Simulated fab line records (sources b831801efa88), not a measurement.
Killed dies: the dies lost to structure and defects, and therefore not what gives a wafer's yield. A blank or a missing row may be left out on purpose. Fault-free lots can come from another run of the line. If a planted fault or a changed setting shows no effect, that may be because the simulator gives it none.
fab line records	flow sky130
record lots=6	wafers=18	lastDay=49
route steps=708 shown VIA3@588 METAL4@598 CAP2M@603 PAD_OPEN@708
lots with no fault: from the same line, run without faults
startH: start of the lot's first displayed wafer, in hours after the record's first day	waitH: hours elapsed since this lot's preceding step	" same as the row above	L1.1+2: several wafers, shown together as one row	- no value, or no start given	* or withheld: withheld	< > ~ a bound
route shown NAME@n: names a module that has steps shown in the file, with the first one's number in the route	usual: mean/standard deviation taken from wafers without a fault	same: alike in all rows	chamber/n: place in a boat	sites: the reading at each site	_std_site: the values' standard deviation	_edge_site: mean of outer sites minus mean of inner sites	radiusMm: how far each site lies from the wafer's centre	mask NAME#n: copy n	behind: the tool/chamber that last shaped the wafer	hold: why the lot was held/for how many hours/how that ended	device: which transistor (n, p or np) failed to switch	end of line: tests of these same wafers at the route's end	where a step has no rows: the recipe by itself	killed: at the first sort, the dies lost to defects and structure; wafer yield is something else	map: a wafer's dies, marking killed ones x, the rest . and places with no die _
set.NAME: the setting as run; set.NAME@STEP: as run at that earlier step	model.NAME: the simulator's own value behind a step, which no gauge read
lots at some steps of the route; a table a step, a row a wafer
services: from which hour (startH, from the record's first day; less than 0 if before it) a tool's chamber was out of use, for how many hours, and why
## steps
# step SKY_VIA3_ETCH_15
# recipe target=SiO2	chemistry=C4F8/O2/Ar	targetDepthNm=507	stopOn=TiN	maskMaterial=KrF-thick	sourceW=1500	biasW=1200	pressureMtorr=40	c4f8FlowSccm=withheld	O2_flow_sccm=6	Ar_flow_sccm=300	timeS=78
# step SKY_VIA3_STRIP_16
# recipe chemistry=O2/N2	powerW=1400	pressureMtorr=1500	platenTempC=withheld	o2FlowSccm=3000	n2FlowSccm=300	overashFraction=0.5
# step SKY_VIA3_STRIP_17
# recipe chemistry=postEtchResidueRemover	timeS=1200	tempC=72.5
# step SKY_VIA3_CLEAN_18
# recipe chemistry=IPA	timeS=180	tempC=25
# step SKY_VIA3_CLEAN_19
# recipe chemistry=O3/DIW	dry=n2Spin
# step SKY_VIA3_SPUTTER_20
# recipe material=TiN	targetThkNm=20	chamberPressurePa=5	powerW=4000	timeS=80
# usual throttleValvePct=30.3/0.86
lot.wafer	tool	chamber	startH	waitH	throttleValvePct
L687.1	pvdSputter-02	-	952.52	0.0	29.8
L687.4	"	-	"	"	30.1
L687.5	"	-	"	"	30.5
L689.1	pvdSputter-03	-	972.48	0.0	30.0
L689.3	"	-	"	"	30.6
L689.5	"	-	"	"	30.7
L690.1	pvdSputter-03	-	980.66	0.0	29.8
L690.3	"	-	"	"	32.0
L690.6	"	-	"	"	30.5
L691.1	pvdSputter-01	-	1000.04	0.0	29.5
L691.3	"	-	"	"	31.1
L691.6	"	-	"	"	29.8
L696.1	pvdSputter-01	-	1027.95	0.0	29.4
L696.3	"	-	"	"	29.4
L696.4	"	-	"	"	31.3
L704.1	pvdSputter-03	-	1060.36	0.0	30.5
L704.3	"	-	"	"	29.8
L704.6	"	-	"	"	29.9
# step SKY_VIA3_CVD_21
# recipe material=W	targetThkNm=390	timeS=117.31	tempC=400	pressureTorr=40
# usual heaterPowerW=902/53
lot.wafer	tool	chamber	startH	waitH	heaterPowerW
L687.1	cvdW-01	1	952.58	0.0	886
L687.4	"	1	"	"	880
L687.5	"	1	"	"	892
L689.1	cvdW-01	0	972.54	0.0	964
L689.3	"	1	"	"	893
L689.5	"	1	"	"	903
L690.1	cvdW-02	1	980.72	0.0	832
L690.3	"	0	"	"	943
L690.6	"	0	"	"	944
L691.1	cvdW-02	0	1000.10	0.0	944
L691.3	"	1	"	"	798
L691.6	"	1	"	"	815
L696.1	cvdW-01	1	1028.01	0.0	882
L696.3	"	1	"	"	865
L696.4	"	0	"	"	942
L704.1	cvdW-01	0	1060.42	0.0	980
L704.3	"	0	"	"	951
L704.6	"	0	"	"	942
# step SKY_VIA3_RS_MEAS_22
# recipe thkMeasGauge=four-point-probe	reads=W_of_VIA3_CVD_21+TiN_of_VIA3_SPUTTER_20
# usual VIA3_W_RS=0.2923/0.0029
lot.wafer	tool	chamber	startH	waitH	VIA3_W_RS[ohm/sq]
L687.1	filmMetro-03	-	952.70	0.1	0.2881
L687.4	"	-	"	"	0.2904
L687.5	"	-	"	"	0.2923
L689.1	filmMetro-01	-	972.66	0.1	0.2947
L689.3	"	-	"	"	0.2933
L689.5	"	-	"	"	0.2950
L690.1	filmMetro-04	-	980.84	0.1	0.2932
L690.3	"	-	"	"	0.2940
L690.6	"	-	"	"	0.2923
L691.1	filmMetro-01	-	1000.22	0.1	0.2939
L691.3	"	-	"	"	0.2929
L691.6	"	-	"	"	0.2940
L696.1	filmMetro-01	-	1028.13	0.1	0.2910
L696.3	"	-	"	"	0.2889
L696.4	"	-	"	"	0.2954
L704.1	filmMetro-03	-	1060.55	0.1	0.2872
L704.3	"	-	"	"	0.2915
L704.6	"	-	"	"	0.2930
# step SKY_VIA3_THK_MEAS_23
# recipe thkMeasGauge=xrf	reads=W_of_VIA3_CVD_21
# usual VIA3_W_THK=394/5.3
lot.wafer	tool	chamber	startH	waitH	VIA3_W_THK[nm]
L687.1	filmMetro-03	-	952.82	0.1	397
L687.4	"	-	"	"	394
L687.5	"	-	"	"	393
L689.1	filmMetro-01	-	972.78	0.1	391
L689.3	"	-	"	"	394
L689.5	"	-	"	"	393
L690.1	filmMetro-04	-	980.96	0.1	396
L690.3	"	-	"	"	395
L690.6	"	-	"	"	392
L691.1	filmMetro-01	-	1000.34	0.1	395
L691.3	"	-	"	"	400
L691.6	"	-	"	"	396
L696.1	filmMetro-01	-	1028.25	0.1	387
L696.3	"	-	"	"	389
L696.4	"	-	"	"	384
L704.1	filmMetro-03	-	1060.67	0.1	400
L704.3	"	-	"	"	395
L704.6	"	-	"	"	396
# step SKY_VIA3_CMP_24
# recipe stopOn=SiO2	tOverpolishS=20	downForcePsi=3.5	platenRpm=60	targetThkNm=0	padVelocityMS=0.94248
# usual motorCurrentA=11.0/1.5	overpolishRunS=20.001/0.0093	slurryFlowMlMin=150.0/0.48	timeToEndpointS=98/4.2
lot.wafer	tool	chamber	startH	waitH	motorCurrentA	overpolishRunS	slurryFlowMlMin	timeToEndpointS
L687.1	cmp-02	3	952.99	0.2	10.2	19.991	149.9	93
L687.4	"	2	"	"	9.1	20.003	149.8	97
L687.5	"	0	"	"	11.7	19.999	149.8	101
L689.3	cmp-01	3	972.84	0.0	10.1	19.991	150.9	98
L689.1	"	0	"	"	13.4	20.004	150.6	102
L689.5	"	3	"	"	9.6	20.000	151.5	94
L690.1	cmp-01	3	981.02	0.1	9.4	20.007	149.7	99
L690.3	"	2	"	"	12.3	19.995	150.5	100
L690.6	"	3	"	"	9.7	20.001	149.9	100
L691.3	cmp-01	2	1000.40	0.0	12.1	19.998	150.3	97
L691.1	"	0	"	"	13.4	19.982	150.3	102
L691.6	"	3	"	"	9.6	20.011	150.3	97
L696.1	cmp-02	0	1028.36	0.1	12.1	19.994	149.7	106
L696.3	"	1	"	"	10.3	19.998	150.5	103
L696.4	"	2	"	"	9.0	19.993	149.5	101
L704.1	cmp-01	1	1060.78	0.1	10.2	20.004	149.1	106
L704.3	"	3	"	"	9.4	19.999	149.5	97
L704.6	"	1	"	"	10.7	20.005	149.5	100
# step SKY_METAL4_SPUTTER_00
# recipe material=Ti	targetThkNm=15	powerW=3000	timeS=10	chamberPressurePa=0.4
# step SKY_METAL4_SPUTTER_01
# recipe material=TiN	targetThkNm=20	powerW=6500	timeS=16.7	chamberPressurePa=0.4
# step SKY_METAL4_SPUTTER_02
# recipe material=AlCu	targetThkNm=735	powerW=10600	timeS=39.1	chamberPressurePa=0.4
# usual throttleValvePct=30.0/0.79
lot.wafer	tool	chamber	startH	waitH	throttleValvePct	model.AlCu_of_METAL4_SPUTTER_02.thkNm
L687.1	pvdSputter-04	-	953.34	0.0	30.4	741.8
L687.4	"	-	"	"	28.5	729.2
L687.5	"	-	"	"	28.9	728.8
L689.1	pvdSputter-03	-	973.19	0.0	29.7	730.1
L689.3	"	-	"	"	30.5	728.1
L689.5	"	-	"	"	29.8	729.3
L690.1	pvdSputter-04	-	981.37	0.0	30.3	920.3
L690.3	"	-	"	"	28.6	730.7
L690.6	"	-	"	"	30.2	732.5
L691.1	pvdSputter-04	-	1000.75	0.0	30.2	910.3
L691.3	"	-	"	"	28.4	717.7
L691.6	"	-	"	"	30.3	913.7
L696.1	pvdSputter-02	-	1028.66	0.0	29.8	741.1
L696.3	"	-	"	"	30.1	742
L696.4	"	-	"	"	30.3	737.8
L704.1	pvdSputter-02	-	1061.07	0.0	29.7	739.4
L704.3	"	-	"	"	29.8	750.4
L704.6	"	-	"	"	30.6	746.1
# step SKY_METAL4_SPUTTER_03
# recipe material=Ti	targetThkNm=5	powerW=3000	timeS=3.3	chamberPressurePa=0.4
# usual throttleValvePct=30.0/0.79
lot.wafer	tool	chamber	startH	waitH	throttleValvePct
L687.1	pvdSputter-04	-	953.37	0.0	30.1
L687.4	"	-	"	"	28.5
L687.5	"	-	"	"	28.7
L689.1	pvdSputter-03	-	973.23	0.0	30.0
L689.3	"	-	"	"	30.6
L689.5	"	-	"	"	29.8
L690.1	pvdSputter-04	-	981.41	0.0	30.3
L690.3	"	-	"	"	28.5
L690.6	"	-	"	"	30.2
L691.1	pvdSputter-04	-	1000.79	0.0	30.3
L691.3	"	-	"	"	28.3
L691.6	"	-	"	"	30.7
L696.1	pvdSputter-02	-	1028.70	0.0	29.9
L696.3	"	-	"	"	30.3
L696.4	"	-	"	"	30.2
L704.1	pvdSputter-02	-	1061.11	0.0	29.5
L704.3	"	-	"	"	30.1
L704.6	"	-	"	"	30.2
# step SKY_METAL4_SPUTTER_04
# recipe material=TiN	targetThkNm=70	powerW=6500	timeS=58.3	chamberPressurePa=0.4
# step SKY_CAP2M_CVD_00
# recipe material=SiO2	targetThkNm=15.5	tempC=400	timeS=withheld	rfW=450
# step SKY_CAP2M_THK_MEAS_01
# recipe reads=SiO2_of_CAP2M_CVD_00
# usual CAP2M_CVD_00_THK=15.62/0.21
lot.wafer	tool	chamber	startH	waitH	CAP2M_CVD_00_THK[nm]
L687.1	filmMetro-02	-	953.46	-	15.33
L687.4	"	-	"	"	15.78
L687.5	"	-	"	"	15.44
L689.1	filmMetro-04	-	973.32	-	15.38
L689.3	"	-	"	"	15.53
L689.5	"	-	"	"	15.69
L690.1	filmMetro-04	-	981.50	-	15.65
L690.3	"	-	"	"	15.32
L690.6	"	-	"	"	15.82
L691.1	filmMetro-02	-	1000.89	-	15.58
L691.3	"	-	"	"	15.85
L691.6	"	-	"	"	15.93
L696.1	filmMetro-04	-	1028.79	-	15.32
L696.3	"	-	"	"	15.48
L696.4	"	-	"	"	15.29
L704.1	filmMetro-01	-	1061.20	-	15.61
L704.3	"	-	"	"	15.51
L704.6	"	-	"	"	15.68
# step SKY_CAP2M_SPUTTER_02
# recipe material=TiN	targetThkNm=200	tempC=300	powerW=6500	timeS=166.7	chamberPressurePa=0.4
# step SKY_CAP2M_RS_MEAS_03
# recipe thkMeasGauge=four-point-probe	reads=TiN_of_CAP2M_SPUTTER_02
# usual CAP2M_TIN_RS=6.94/0.079
lot.wafer	tool	chamber	startH	waitH	CAP2M_TIN_RS[ohm/sq]
L687.1	filmMetro-01	-	953.63	0.1	6.87
L687.4	"	-	"	"	6.79
L687.5	"	-	"	"	6.84
L689.1	filmMetro-02	-	973.52	0.1	6.95
L689.3	"	-	"	"	7.05
L689.5	"	-	"	"	6.98
L690.1	filmMetro-02	-	981.67	0.1	6.88
L690.3	"	-	"	"	6.96
L690.6	"	-	"	"	7.04
L691.1	filmMetro-02	-	1001.06	0.1	6.97
L691.3	"	-	"	"	7.05
L691.6	"	-	"	"	6.98
L696.1	filmMetro-04	-	1028.96	0.1	6.96
L696.3	"	-	"	"	6.89
L696.4	"	-	"	"	6.91
L704.1	filmMetro-04	-	1061.37	0.1	6.86
L704.3	"	-	"	"	6.95
L704.6	"	-	"	"	6.88
# step SKY_CAP2M_THK_MEAS_04
# recipe thkMeasGauge=xrf	reads=TiN_of_CAP2M_SPUTTER_02
# usual CAP2M_TIN_THK=201.1/2.4
lot.wafer	tool	chamber	startH	waitH	CAP2M_TIN_THK[nm]
L687.1	filmMetro-01	-	953.75	0.1	202.6
L687.4	"	-	"	"	204.0
L687.5	"	-	"	"	203.1
L689.1	filmMetro-02	-	973.64	0.1	201.9
L689.3	"	-	"	"	199.0
L689.5	"	-	"	"	201.3
L690.1	filmMetro-02	-	981.79	0.1	203.4
L690.3	"	-	"	"	201.5
L690.6	"	-	"	"	198.5
L691.1	filmMetro-02	-	1001.18	0.1	201.1
L691.3	"	-	"	"	197.7
L691.6	"	-	"	"	199.9
L696.1	filmMetro-04	-	1029.08	0.1	200.4
L696.3	"	-	"	"	202.0
L696.4	"	-	"	"	202.2
L704.1	filmMetro-04	-	1061.49	0.1	203.2
L704.3	"	-	"	"	200.9
L704.6	"	-	"	"	203.2
# step SKY_CAP2M_DEHYDRATE_05
# recipe tempC=200	timeS=60
# step SKY_CAP2M_HMDS_06
# recipe primeTimeS=60	primeTempC=120
# step SKY_CAP2M_COAT_07
# recipe resist=NOVOLAK	spinRpm=3000	resistThkNm=1140
# step SKY_CAP2M_SOFTBAKE_08
# recipe tempC=90	timeS=60	resist=NOVOLAK
# step SKY_CAP2M_EXPOSE_09
# recipe maskId=CAP2M	na=0.6	sourceShape=conventional	sigmaOuter=0.6	polarization=unpolarized	targetCdNm=1000	doseMj=159
# step SKY_CAP2M_PEB_10
# recipe tempC=withheld	timeS=*	resist=NOVOLAK
# step SKY_CAP2M_DEVELOP_11
# recipe resist=NOVOLAK	developer=TMAH	developTimeS=60	devTempC=23
# step SKY_CAP2M_OVL_MEAS_12
# usual CAP2M_OVL=-0.6/1.5
lot.wafer	tool	chamber	startH	waitH	CAP2M_OVL[nm]
L687.1	overlay-01	-	977.78	0.1	-1.2
L687.4	"	-	"	"	-2.4
L687.5	"	-	"	"	-1.5
L689.1	overlay-01	-	996.08	0.1	-1.9
L689.3	"	-	"	"	-2.1
L689.5	"	-	"	"	-2.1
L690.1	overlay-02	-	1004.64	0.1	-0.5
L690.3	"	-	"	"	-2.4
L690.6	"	-	"	"	-1.7
L691.1	overlay-01	-	1023.89	0.1	-0.2
L691.3	"	-	"	"	0.9
L691.6	"	-	"	"	-0.1
L696.1	overlay-01	-	1050.79	0.1	0.0
L696.3	"	-	"	"	0.7
L696.4	"	-	"	"	-0.6
L704.1	overlay-02	-	1082.38	0.1	-0.6
L704.3	"	-	"	"	-2.0
L704.6	"	-	"	"	-0.5
# step SKY_CAP2M_METAL_ETCH_13
# recipe targetDepthNm=220	stopOn=SiO2	chemistry=Cl2/BCl3	target=TiN	pressureMtorr=10	icpW=900	biasW=48.5	Cl2_flow_sccm=60	bcl3FlowSccm=30	timeS=62.9
# usual drypumpMotorCurrentA=5.9/0.39	oesProductAu=0.939/0.0073	rfFwdPowerW=892/4	throttleValvePct=21.903/0.01
lot.wafer	tool	chamber	startH	waitH	drypumpMotorCurrentA	oesProductAu	rfFwdPowerW	rfHoursCounterH	throttleValvePct
L687.1	rieMetal-02	0	977.82	0.0	6.4	0.940	893	13	21.898
L687.4	"	1	"	"	5.2	0.951	894	-	21.877
L687.5	"	0	"	"	6.4	0.945	898	-	21.915
L689.1	rieMetal-02	0	996.12	0.0	6.4	0.939	893	15	21.898
L689.3	"	1	"	"	5.2	0.927	896	-	21.913
L689.5	"	0	"	"	6.4	0.933	890	-	21.917
L690.1	rieMetal-02	0	1004.67	0.0	6.4	0.938	897	15	21.901
L690.3	"	0	"	"	6.4	0.928	900	-	21.904
L690.6	"	0	"	"	6.4	0.926	899	-	21.917
L691.1	rieMetal-03	1	1023.92	0.0	5.7	0.940	892	11	21.904
L691.3	"	1	"	"	5.6	0.928	892	-	21.906
L691.6	"	1	"	"	5.7	0.932	895	-	21.897
L696.1	rieMetal-02	0	1050.82	0.0	6.4	0.930	895	18	21.893
L696.3	"	0	"	"	6.4	0.946	894	-	21.913
L696.4	"	1	"	"	5.2	0.942	894	-	21.887
L704.1	rieMetal-04	0	1082.42	0.0	6.1	0.946	883	9	21.909
L704.3	"	0	"	"	6.1	0.941	884	-	21.896
L704.6	"	1	"	"	6.1	0.946	894	-	21.888
# step SKY_CAP2M_STRIP_14
# recipe chemistry=O2/N2	powerW=1400	pressureMtorr=1500	platenTempC=withheld	o2FlowSccm=3000	n2FlowSccm=300	overashFraction=0.5
# step SKY_CAP2M_STRIP_15
# recipe chemistry=postEtchResidueRemover	timeS=1200	tempC=72.5
# step SKY_CAP2M_CLEAN_16
# recipe chemistry=IPA	timeS=180	tempC=25
# step SKY_CAP2M_CLEAN_17
# recipe chemistry=O3/DIW	dry=n2Spin
# step SKY_METAL4_DEHYDRATE_05
# recipe tempC=200	timeS=60
# step SKY_METAL4_HMDS_06
# recipe primeTimeS=60	primeTempC=120
# step SKY_METAL4_COAT_07
# recipe resist=BARC	tempC=withheld	timeS=withheld	spinRpm=3000	resistThkNm=60
# step SKY_METAL4_COAT_08
# recipe resist=KrF-thick	spinRpm=3000	resistThkNm=1140
# step SKY_METAL4_SOFTBAKE_09
# recipe tempC=100	timeS=90	resist=KrF-thick
# step SKY_METAL4_EXPOSE_10
# recipe maskId=MM4	na=0.68	sourceShape=annular	sigmaInner=0.4	sigmaOuter=0.8	targetCdNm=300	doseMj=28
# step SKY_METAL4_PEB_11
# recipe pebTempC=withheld	pebTimeS=withheld	resist=KrF-thick
# step SKY_METAL4_DEVELOP_12
# recipe developTimeS=60	resist=KrF-thick	devTempC=20.29
# step SKY_METAL4_CD_MEAS_13
# recipe targetCdNm=300
# usual cdNm=300.4/1.5
lot.wafer	tool	chamber	startH	waitH	cdNm
L687.1	cdSem-02	-	1002.43	-	297.8
L687.4	"	-	"	"	299.4
L687.5	"	-	"	"	299.4
L689.1	cdSem-02	-	1020.01	-	301.5
L689.3	"	-	"	"	301.1
L689.5	"	-	"	"	300.9
L690.1	cdSem-01	-	1027.83	-	300.4
L690.3	"	-	"	"	301.6
L690.6	"	-	"	"	301.6
L691.1	cdSem-02	-	1046.54	-	301.9
L691.3	"	-	"	"	302.5
L691.6	"	-	"	"	302.6
L696.1	cdSem-02	-	1072.14	-	300.8
L696.3	"	-	"	"	300.1
L696.4	"	-	"	"	300.4
L704.1	cdSem-02	-	1103.84	-	302.6
L704.3	"	-	"	"	302.8
L704.6	"	-	"	"	303.0
# step SKY_METAL4_METAL_ETCH_18
# recipe targetDepthA=8450	stopOn=SiO2	overEtchFrac=0.3	timeS=183.1	chemistry=Cl2/BCl3	resistSidewallDeg=88	pressureMtorr=10	icpW=900	biasW=48.5	Cl2_flow_sccm=60	bcl3FlowSccm=30
# usual drypumpMotorCurrentA=5.9/0.34	oesProductAu=0.865/0.0059	rfFwdPowerW=896/3.4	throttleValvePct=22.264/0.009
lot.wafer	tool	chamber	startH	waitH	drypumpMotorCurrentA	oesProductAu	rfFwdPowerW	rfHoursCounterH	throttleValvePct
L687.1	rieMetal-01	0	1002.74	0.0	5.6	0.870	892	18	22.249
L687.4	"	1	"	"	6.0	0.860	899	-	22.279
L687.5	"	0	"	"	5.6	0.867	890	-	22.266
L689.1	rieMetal-02	0	1020.31	0.0	6.4	0.857	901	16	22.254
L689.3	"	0	"	"	6.4	0.867	901	-	22.268
L689.5	"	0	"	"	6.4	0.861	904	-	22.262
L690.1	rieMetal-01	0	1028.14	0.0	5.6	0.965	896	19	22.249
L690.3	"	1	"	"	6.0	0.859	895	-	22.267
L690.6	"	1	"	"	6.0	0.867	898	-	22.274
L691.1	rieMetal-04	0	1046.84	0.0	6.1	0.969	893	7	22.265
L691.3	"	0	"	"	6.1	0.859	891	-	22.269
L691.6	"	0	"	"	6.1	0.966	892	-	22.263
L696.1	rieMetal-01	1	1072.44	0.0	6.0	0.869	904	12	22.254
L696.3	"	1	"	"	6.0	0.873	904	-	22.292
L696.4	"	0	"	"	5.6	0.870	892	-	22.265
L704.1	rieMetal-02	1	1104.14	0.0	5.2	0.878	895	0	22.265
L704.3	"	0	"	"	6.3	0.881	897	-	22.250
L704.6	"	0	"	"	6.3	0.872	895	-	22.266
# step SKY_PAD_OPEN_PROBE_99
# usual defectLimitedYield=82.5/1.8	killed_at_M0_to_M3=43/6.5	killed_at_M4_up=3.1/1.8	killedAtContacts=24/4.8	killedAtFrontEnd=15/4.7	killedAtOther=0.3/0.58	killedDies=86/8.6	killedOpen=47/6.7	killedShort=39/6.1
# same grossDies=492	killedAtBackSide=0
lot.wafer	tool	chamber	startH	waitH	defectLimitedYield[%]	killed_at_M0_to_M3	killed_at_M4_up	killedAtContacts	killedAtFrontEnd	killedAtOther	killedDies	killedOpen	killedShort	model.etest.met4Comb.leakLog10AUm	model.etest.met4.lineOhmUm	model.etest.met4.rsOhmSq	model.etest.tester.sort_bin_8_pct
L687.1	prober-01	-	1095.91	0.1	82.3	35	3	27	22	0	87	49	38	-12.03	0.1446	0.04186	0
L687.4	prober-01	-	1096.06	0.2	82.9	41	2	29	11	1	84	39	45	-12.03	0.148	0.04269	0
L687.5	prober-01	-	1096.11	0.2	82.3	37	1	31	18	0	87	45	42	-11.99	0.1476	0.04298	0
L689.1	prober-01	-	1110.28	0.1	85.8	36	5	16	13	0	70	38	32	-12.09	0.1438	0.04288	0
L689.3	prober-01	-	1110.38	0.2	82.5	44	8	22	12	0	86	52	34	-12.07	0.148	0.04306	0
L689.5	prober-01	-	1110.48	0.2	82.5	39	1	19	27	0	86	48	38	-11.89	0.1466	0.04315	0
L690.1	prober-02	-	1117.04	0.1	82.5	42	0	17	27	0	86	45	41	-11.59	0.1171	0.03396	0
L690.3	prober-02	-	1117.14	0.2	83.1	48	0	22	13	0	83	55	28	-12.1	0.1477	0.04306	0
L690.6	prober-02	-	1117.29	0.2	81.1	39	2	26	25	1	93	47	46	-12	0.1468	0.04273	0
L691.1	prober-02	-	1134.96	0.1	81.7	45	3	30	12	0	90	45	43	-11.08	0.1108	0.03426	0
L691.3	prober-02	-	1135.06	0.2	81.1	53	2	23	15	0	93	50	43	-11.9	0.1423	0.04356	0
L691.6	prober-02	-	1135.21	0.2	81.7	42	4	31	13	0	90	49	41	-10.8	0.1118	0.03435	2.244e-07
L696.1	prober-02	-	1157.07	0.1	84.3	31	2	22	22	0	77	41	36	-11.98	0.1419	0.04192	0
L696.3	prober-02	-	1157.17	0.2	78.5	46	2	36	20	2	106	64	42	-12.13	0.1455	0.04234	0
L696.4	prober-02	-	1157.22	0.2	80.3	43	5	29	20	0	97	45	52	-12.14	0.1453	0.04289	0
L704.1	prober-01	-	1184.97	0.1	78.7	52	7	26	20	0	105	50	55	-12.05	0.1431	0.04243	0
L704.3	prober-01	-	1185.07	0.2	82.3	51	2	21	13	0	87	50	37	-12.08	0.1375	0.0416	0
L704.6	prober-01	-	1185.22	0.2	80.3	57	3	27	10	0	97	59	38	-11.85	0.1366	0.04201	0
# killed by level:class
L687.1 VIA1:geometricParticle:open=15 CONTACT:geometricParticle:open=13 FIELD_ISO:geometricParticle:short=6 POLY_GATE:geometricParticle:open=6 METAL1:geometricParticle:short=5 LI_CONTACT:geometricParticle:open=4 LOCAL_INTERCONNECT:geometricParticle:short=4 CONTACT:geometricParticle:short=4
L687.4 LI_CONTACT:geometricParticle:open=9 VIA1:geometricParticle:open=7 CONTACT:geometricParticle:open=7 METAL1:geometricParticle:short=7 VIA3:geometricParticle:open=6 LI_CONTACT:geometricParticle:short=5 CONTACT:geometricParticle:short=5 FIELD_ISO:geometricParticle:short=4
L687.5 LI_CONTACT:geometricParticle:open=12 CONTACT:geometricParticle:open=10 VIA1:geometricParticle:open=9 FIELD_ISO:geometricParticle:short=6 METAL1:geometricParticle:short=6 VIA1:geometricParticle:short=6 LI_CONTACT:geometricParticle:short=5 POLY_GATE:geometricParticle:short=4
L689.1 METAL1:geometricParticle:short=7 VIA1:geometricParticle:open=7 VIA2:geometricParticle:open=7 VIA3:geometricParticle:open=7 CONTACT:geometricParticle:open=5 FIELD_ISO:geometricParticle:short=4 CONTACT:geometricParticle:short=4 FIELD_ISO:geometricParticle:open=3
L689.3 LI_CONTACT:geometricParticle:open=9 VIA1:geometricParticle:open=8 VIA3:geometricParticle:open=7 VIA2:geometricParticle:open=6 FIELD_ISO:geometricParticle:open=5 FIELD_ISO:geometricParticle:short=4 METAL2:geometricParticle:open=4 METAL4:geometricParticle:short=4
L689.5 FIELD_ISO:geometricParticle:open=11 VIA1:geometricParticle:open=8 CONTACT:geometricParticle:open=7 METAL2:geometricParticle:short=6 FIELD_ISO:geometricParticle:short=6 LI_CONTACT:geometricParticle:open=6 VIA1:geometricParticle:short=5 VIA2:geometricParticle:open=5
L690.1 VIA2:geometricParticle:open=10 FIELD_ISO:geometricParticle:short=9 CONTACT:geometricParticle:short=7 FIELD_ISO:geometricParticle:open=6 VIA1:geometricParticle:open=6 POLY_GATE:geometricParticle:open=5 LI_CONTACT:geometricParticle:open=5 VIA3:geometricParticle:open=5
L690.3 CONTACT:geometricParticle:open=13 METAL1:geometricParticle:short=9 VIA2:geometricParticle:open=9 VIA1:geometricParticle:open=7 FIELD_ISO:geometricParticle:open=6 LI_CONTACT:geometricParticle:open=6 METAL1:geometricParticle:open=6 VIA2:geometricParticle:short=6
L690.6 VIA1:geometricParticle:open=10 CONTACT:geometricParticle:open=9 POLY_GATE:geometricParticle:short=8 FIELD_ISO:geometricParticle:open=6 CONTACT:geometricParticle:short=6 VIA1:geometricParticle:short=6 METAL2:geometricParticle:short=6 LI_CONTACT:geometricParticle:open=5
L691.1 METAL2:geometricParticle:short=13 CONTACT:geometricParticle:open=13 VIA3:geometricParticle:open=8 VIA2:geometricParticle:open=6 LI_CONTACT:geometricParticle:open=6 LOCAL_INTERCONNECT:geometricParticle:short=6 FIELD_ISO:geometricParticle:open=4 METAL3:geometricParticle:short=4
L691.3 VIA1:geometricParticle:open=12 VIA3:geometricParticle:open=8 METAL1:geometricParticle:short=8 LI_CONTACT:geometricParticle:open=7 VIA2:geometricParticle:open=7 CONTACT:geometricParticle:open=6 CONTACT:geometricParticle:short=5 VIA1:geometricParticle:short=5
L691.6 CONTACT:geometricParticle:open=11 VIA2:geometricParticle:open=11 LI_CONTACT:geometricParticle:open=9 METAL2:geometricParticle:short=8 FIELD_ISO:geometricParticle:open=7 LI_CONTACT:geometricParticle:short=5 METAL1:geometricParticle:short=5 VIA1:geometricParticle:open=5
L696.1 LI_CONTACT:geometricParticle:open=11 POLY_GATE:geometricParticle:short=9 METAL1:geometricParticle:short=7 VIA2:geometricParticle:open=7 CONTACT:geometricParticle:open=7 FIELD_ISO:geometricParticle:short=6 VIA1:geometricParticle:open=6 FIELD_ISO:geometricParticle:open=3
L696.3 VIA1:geometricParticle:open=18 LI_CONTACT:geometricParticle:open=11 CONTACT:geometricParticle:open=10 VIA2:geometricParticle:open=7 POLY_GATE:geometricParticle:open=5 METAL2:geometricParticle:short=5 CONTACT:geometricParticle:short=5 METAL1:geometricParticle:short=5
L696.4 CONTACT:geometricParticle:open=9 METAL1:geometricParticle:short=8 LOCAL_INTERCONNECT:geometricParticle:short=6 VIA1:geometricParticle:open=6 METAL2:geometricParticle:short=6 POLY_GATE:geometricParticle:short=5 VIA2:geometricParticle:short=5 VIA2:geometricParticle:open=5
L704.1 VIA1:geometricParticle:open=11 POLY_GATE:geometricParticle:short=8 CONTACT:geometricParticle:short=8 LI_CONTACT:geometricParticle:open=7 VIA3:geometricParticle:open=7 VIA1:geometricParticle:short=6 METAL2:geometricParticle:short=6 VIA2:geometricParticle:open=6
L704.3 VIA1:geometricParticle:open=16 VIA2:geometricParticle:open=9 LI_CONTACT:geometricParticle:short=5 CONTACT:geometricParticle:open=5 VIA2:geometricParticle:short=5 VIA3:geometricParticle:open=5 CONTACT:geometricParticle:short=4 VIA1:geometricParticle:short=4
L704.6 VIA3:geometricParticle:open=11 CONTACT:geometricParticle:open=10 VIA1:geometricParticle:open=10 VIA2:geometricParticle:open=9 LI_CONTACT:geometricParticle:open=8 METAL1:geometricParticle:short=7 LOCAL_INTERCONNECT:geometricParticle:short=5 VIA1:geometricParticle:short=5
## services
tool	chamber	startH	hours	kind
cmp-01	-	928.72	4.9	pm
cmp-02	-	929.34	0.3	repair
pvdSputter-02	-	929.41	2.2	repair
pvdSputter-03	-	975.62	0.7	repair
rieMetal-04	-	988.89	2.8	pm
rieMetal-01	-	989.50	1.4	pm
pvdSputter-04	-	1010.58	3.0	repair
cmp-01	-	1037.58	17.4	pm
pvdSputter-04	1	1050.21	-	consumableReplace:kit
pvdSputter-04	1	1050.21	18.0	scheduledDown
pvdSputter-04	1	1050.21	18.0	ventCycle
rieMetal-02	-	1052.29	4.3	pm
cmp-02	-	1060.88	2.2	repair
pvdSputter-02	-	1068.27	6.0	repair
rieMetal-03	-	1069.41	0.6	repair
rieMetal-02	0	1072.14	4.6	repair
cvdW-01	0	1076.35	1.6	repair
cmp-02	-	1078.59	0.6	repair
rieMetal-02	1	1082.11	-	clean
cmp-02	-	1083.05	1.5	repair
cvdW-02	-	1083.47	0.6	repair
cmp-01	-	1084.00	4.0	pm
cmp-01	-	1087.04	1.8	repair
cmp-02	-	1103.05	0.4	repair
## key
firstSign step=SKY_METAL4_METAL_ETCH_18	reading=oesProductAu	direction=up	sigmas=17	usual=0.865	struck=0.966
effect none on later readings
modelEffect step=SKY_METAL4_SPUTTER_02	value=AlCu_of_METAL4_SPUTTER_02.thkNm	without=720.5	struck=914.8
modelEffect step=SKY_PAD_OPEN_PROBE_99	value=etest.met4Comb.leakLog10AUm	without=-12.01	struck=-11.16
metAt SKY_METAL4_SPUTTER_02
struckWafers L690.1,L691.1,L691.6
fault kind=processParameterDrift	tool=pvdSputter-04	chamber=-	onsetH=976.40	steps=SKY_METAL4_SPUTTER_02	channel=timeS	offset=*	shape=step	endH=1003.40	actsIn=*	stated=*	scope=struckWafersOnly
